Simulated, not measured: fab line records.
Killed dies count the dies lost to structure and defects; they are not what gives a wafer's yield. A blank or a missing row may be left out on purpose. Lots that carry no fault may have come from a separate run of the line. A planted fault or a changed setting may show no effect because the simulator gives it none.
Shared-tool check + flow sky130 + 14 lots and 42 wafers in the sample

== THE REASON FOR OPENING IT ==
At SKY_VT_ADJUST_LVTN_TW_MEAS_10 the reading VT_ADJUST_LVTN_TW is flagged on 3 of 14 lots. Fault-free wafers read 240, with a standard deviation of 3.7.
Rule: a lot gets a flag if all its wafers with a number sit over 4 standard deviations from that mean, or if no wafer of it has a number. As for the other lots, they are considered sound.

| lot  | measured     | on            | VT_ADJUST_LVTN_TW, wafer by wafer | flag    |
|------|--------------|---------------|-----------------------------------|---------|
| L948 | day 7 19:50  | film-metro-02 | 236 235 235                       |         |
| L947 | day 7 20:14  | film-metro-03 | 239 238 238                       |         |
| L946 | day 7 21:32  | film-metro-02 | 236 235 235                       |         |
| L950 | day 8 01:14  | film-metro-02 | 238 236 238                       |         |
| L951 | day 8 19:53  | film-metro-01 | 246 247 246                       |         |
| L953 | day 9 04:56  | film-metro-01 | 247 247 246                       |         |
| L956 | day 9 17:35  | film-metro-02 | 215 214 215                       | FLAGGED |
| L955 | day 9 18:33  | film-metro-02 | 214 214 214                       | FLAGGED |
| L958 | day 10 09:26 | film-metro-01 | 223 224 223                       | FLAGGED |
| L964 | day 12 04:53 | film-metro-03 | 239 239 237                       |         |
| L965 | day 12 07:47 | film-metro-01 | 248 247 247                       |         |
| L966 | day 12 15:53 | film-metro-03 | 240 240 238                       |         |
| L967 | day 12 21:32 | film-metro-02 | 239 239 238                       |         |
| L968 | day 13 04:39 | film-metro-01 | 245 245 246                       |         |
The mean of the flagged lots' numbers is 217, -23 from the usual (-6 standard deviations).

== EACH LOT AND THE TOOL IT RAN ON ==
The record holds 2 process steps before the reading, out of a route of 708 steps. Every cell lists first the tool, next ch and the chambers used by the sampled wafers, and last the start.
| lot  | flag    | SKY_NWELL_RTA_28                 | SKY_VT_ADJUST_LVTN_IMPLANT_08   |
|------|---------|----------------------------------|---------------------------------|
| L948 |         | rtp-anneal-01 ch 0, day 6 04:51  | implanter-01 ch 0, day 7 19:35  |
| L947 |         | rtp-anneal-02 ch 0, day 6 05:31  | implanter-01 ch 0, day 7 20:01  |
| L946 |         | rtp-anneal-01 ch 0, day 6 05:52  | implanter-03 ch 0, day 7 21:19  |
| L950 |         | rtp-anneal-01 ch 0, day 6 10:01  | implanter-02 ch 0, day 8 00:59  |
| L951 |         | rtp-anneal-01 ch 0, day 7 02:26  | implanter-02 ch 0, day 8 19:38  |
| L953 |         | rtp-anneal-02 ch 0, day 7 11:08  | implanter-03 ch 0, day 9 04:41  |
| L956 | FLAGGED | rtp-anneal-02 ch 0, day 8 00:22  | implanter-01 ch 0, day 9 17:22  |
| L955 | FLAGGED | rtp-anneal-01 ch 0, day 8 00:55  | implanter-01 ch 0, day 9 18:19  |
| L958 | FLAGGED | rtp-anneal-01 ch 0, day 8 14:35  | implanter-01 ch 0, day 10 09:11 |
| L964 |         | rtp-anneal-01 ch 0, day 10 04:30 | implanter-03 ch 0, day 12 04:38 |
| L965 |         | rtp-anneal-02 ch 0, day 10 07:32 | implanter-02 ch 0, day 12 07:32 |
| L966 |         | rtp-anneal-02 ch 0, day 10 15:05 | implanter-01 ch 0, day 12 15:38 |
| L967 |         | rtp-anneal-02 ch 0, day 10 21:26 | implanter-02 ch 0, day 12 21:17 |
| L968 |         | rtp-anneal-01 ch 0, day 11 02:44 | implanter-02 ch 0, day 13 04:26 |
What the steps here do:
- SKY_NWELL_RTA_28: time 30 s.
- SKY_VT_ADJUST_LVTN_IMPLANT_08
- SKY_VT_ADJUST_LVTN_TW_MEAS_10

== FLAGGED AGAINST TOTAL, ONE TOOL AT A TIME (gauges that did the reading follow at the end) ==
| step                          | tool          | lots run | flagged | share of the flagged lots | sound lots run after its first flagged lot |
|-------------------------------|---------------|----------|---------|---------------------------|--------------------------------------------|
| SKY_NWELL_RTA_28              | rtp-anneal-01 | 8        | 2       | some                      | 2 (L964,L968)                              |
| SKY_NWELL_RTA_28              | rtp-anneal-02 | 6        | 1       | some                      | 3 (L965,L966,L967)                         |
| SKY_VT_ADJUST_LVTN_IMPLANT_08 | implanter-01  | 6        | 3       | all                       | 1 (L966)                                   |
| SKY_VT_ADJUST_LVTN_IMPLANT_08 | implanter-02  | 5        | 0       | none                      | -                                          |
| SKY_VT_ADJUST_LVTN_IMPLANT_08 | implanter-03  | 3        | 0       | none                      | -                                          |
| SKY_VT_ADJUST_LVTN_TW_MEAS_10 | film-metro-01 | 5        | 1       | some                      | 2 (L965,L968)                              |
| SKY_VT_ADJUST_LVTN_TW_MEAS_10 | film-metro-02 | 6        | 2       | some                      | 1 (L967)                                   |
| SKY_VT_ADJUST_LVTN_TW_MEAS_10 | film-metro-03 | 3        | 0       | none                      | -                                          |

== WHAT THE TABLE ALLOWS ==
In the table, 1 row covers all flagged lots: implanter-01 at SKY_VT_ADJUST_LVTN_IMPLANT_08.
- implanter-01 at SKY_VT_ADJUST_LVTN_IMPLANT_08 ran 6 lots, 3 of them flagged. Sound lots followed the first flagged one (L966) on it, something a lasting fault affecting the whole tool could not allow. Its own readings (dose-ions-cm2, faraday-current-uA) fall more than 4 standard deviations out on all wafers of the flagged lots.
Not one row of the table ran every flagged lot while running no sound lot after the first.

== WHAT THE SIMULATOR HAD INSERTED ==
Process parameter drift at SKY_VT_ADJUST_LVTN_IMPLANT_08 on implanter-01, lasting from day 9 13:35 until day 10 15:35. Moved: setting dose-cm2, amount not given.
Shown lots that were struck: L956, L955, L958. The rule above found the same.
